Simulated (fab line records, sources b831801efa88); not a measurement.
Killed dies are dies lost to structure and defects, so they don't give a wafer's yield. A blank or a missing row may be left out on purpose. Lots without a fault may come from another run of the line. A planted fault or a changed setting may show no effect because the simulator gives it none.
A struck lot beside a sound one | flow sky130 | 16 steps out of a route of 708
Sound: wafers L650.2, L650.3, L650.6. Struck: wafers L658.2, L658.4. (L658.6 of the same lot was not struck and is left out.) The cause comes at the end.
At each step with rows: each side's tool, then ch and its chambers, then its first start. Under that, the readings that differ: sound wafers | struck wafers | difference of the means | sigmas: that difference in standard deviations of wafers without a fault.
alike: readings whose means differ by less than 2 such deviations, and words and numbers that are the same on both sides. not compared: withheld readings, readings that some wafer has no value for, bounds like >300 that may hide the same value, and numbers for which the record gives no deviation and whose values overlap.
The two part at a step that has a row with sigmas, a row that says differs or no value, or rows on one side only. Numbers that don't overlap but have no deviation are shown without sigmas and don't part them. A reading that every wafer of one side lacks parts them only if that side has two wafers or more.

SKY_METAL1_THK_MEAS_06: measures by xrf.
  sound on film_metro-02, day 32 06:51; struck on film_metro-03, day 35 04:22
  reading              | sound             | struck      | difference | sigmas
  METAL1_ALCU_THK (nm) | 252.4 253.1 254.1 | 247.4 246.4 | -6.3       | -3
then, 8 steps without rows for these wafers: SKY_METAL1_DEHYDRATE_07 (time 60 s); SKY_METAL1_HMDS_08 (prime time 60 s); SKY_METAL1_COAT_09 (resist thk 60 nm); SKY_METAL1_COAT_10 (resist thk 450 nm); SKY_METAL1_SOFTBAKE_11 (time 90 s); SKY_METAL1_EXPOSE_12 (exposes mask MM1, target cd 140 nm); SKY_METAL1_PEB_13; SKY_METAL1_DEVELOP_14 (develop time 60 s).
SKY_METAL1_CD_MEAS_15: target cd 140 nm.
  sound on cd_sem-02, day 33 09:18; struck on cd_sem-02, day 36 06:42
  alike: cd_nm
SKY_METAL1_OVL_MEAS_16:
  sound on overlay-02, day 33 09:25; struck on overlay-02, day 36 06:49
  alike: METAL1_OVL
SKY_METAL1_DESCUM_17: chemistry O2, time 8 s.
  sound on rie_metal-02 ch 0,1, day 33 09:26; struck on rie_metal-02 ch 0, day 36 06:50
  alike: drypump_motor_current_A, oes_product_au
  not compared: rf_hours_counter_h
SKY_METAL1_ETCH_18: etches BARC in N2/H2, stops on SiO2, time 45.9 s, target depth 60 nm.
  sound on rie_metal-02 ch 0,1, day 33 09:28; struck on rie_metal-02 ch 0, day 36 06:53
  reading                                       | sound             | struck      | difference | sigmas
  model.KrF-thick_of_METAL1_COAT_10.thk_nm (nm) | 392.7 393.6 392.7 | 398.3 398.4 | +5.4       |
  alike: drypump_motor_current_A, h2_flow_sccm, oes_product_au, throttle_valve_pct
  not compared: rf_hours_counter_h
SKY_METAL1_METAL_ETCH_19: etches the open film in Cl2/BCl3, stops on SiO2, target depth 360 nm, time 78 s.
  sound on rie_metal-02 ch 0,1, day 33 09:32; struck on rie_metal-02 ch 0, day 36 06:56
  reading                                       | sound             | struck      | difference | sigmas
  model.KrF-thick_of_METAL1_COAT_10.thk_nm (nm) | 158.6 155.4 155.7 | 161.5 163.4 | +5.9       |
  alike: drypump_motor_current_A, mfc_cl2_sccm, oes_product_au, throttle_valve_pct
  not compared: rf_hours_counter_h
SKY_METAL1_STRIP_20: strips in O2/N2.
  sound on plasma_asher-03 ch 0,1, day 33 09:37; struck on plasma_asher-03 ch 1, day 36 07:02
  alike: drypump_motor_current_A, oes_product_au, strip_time_to_endpoint_s
  not compared: rf_hours_counter_h
-- the record jumps here: 12 days lie between the struck wafers' starts before and after (it left off in module METAL1 and takes up again in module PAD_OPEN, whose first step shown is number 708 of the route) --
SKY_PAD_OPEN_PROBE_99:
  sound on prober-01, day 46 08:16; struck on prober-02, day 48 13:10
  alike: defect_limited_yield, killed_at_M0_to_M3, killed_at_M4_up, killed_at_contacts, killed_at_front_end, killed_at_other, killed_dies, killed_open, killed_short, sort_bin_3_pad_short, sort_bin_5_function, sort_bin_6_memory, sort_n_pass, sort_yield_pct

WHERE THEY PART
Only at SKY_METAL1_THK_MEAS_06, within this record. Later steps at which nothing parts them and some readings are alike: SKY_METAL1_CD_MEAS_15, SKY_METAL1_OVL_MEAS_16, SKY_METAL1_DESCUM_17, SKY_METAL1_ETCH_18, SKY_METAL1_METAL_ETCH_19, SKY_METAL1_STRIP_20, SKY_PAD_OPEN_PROBE_99.

WHY: what the simulator had put in
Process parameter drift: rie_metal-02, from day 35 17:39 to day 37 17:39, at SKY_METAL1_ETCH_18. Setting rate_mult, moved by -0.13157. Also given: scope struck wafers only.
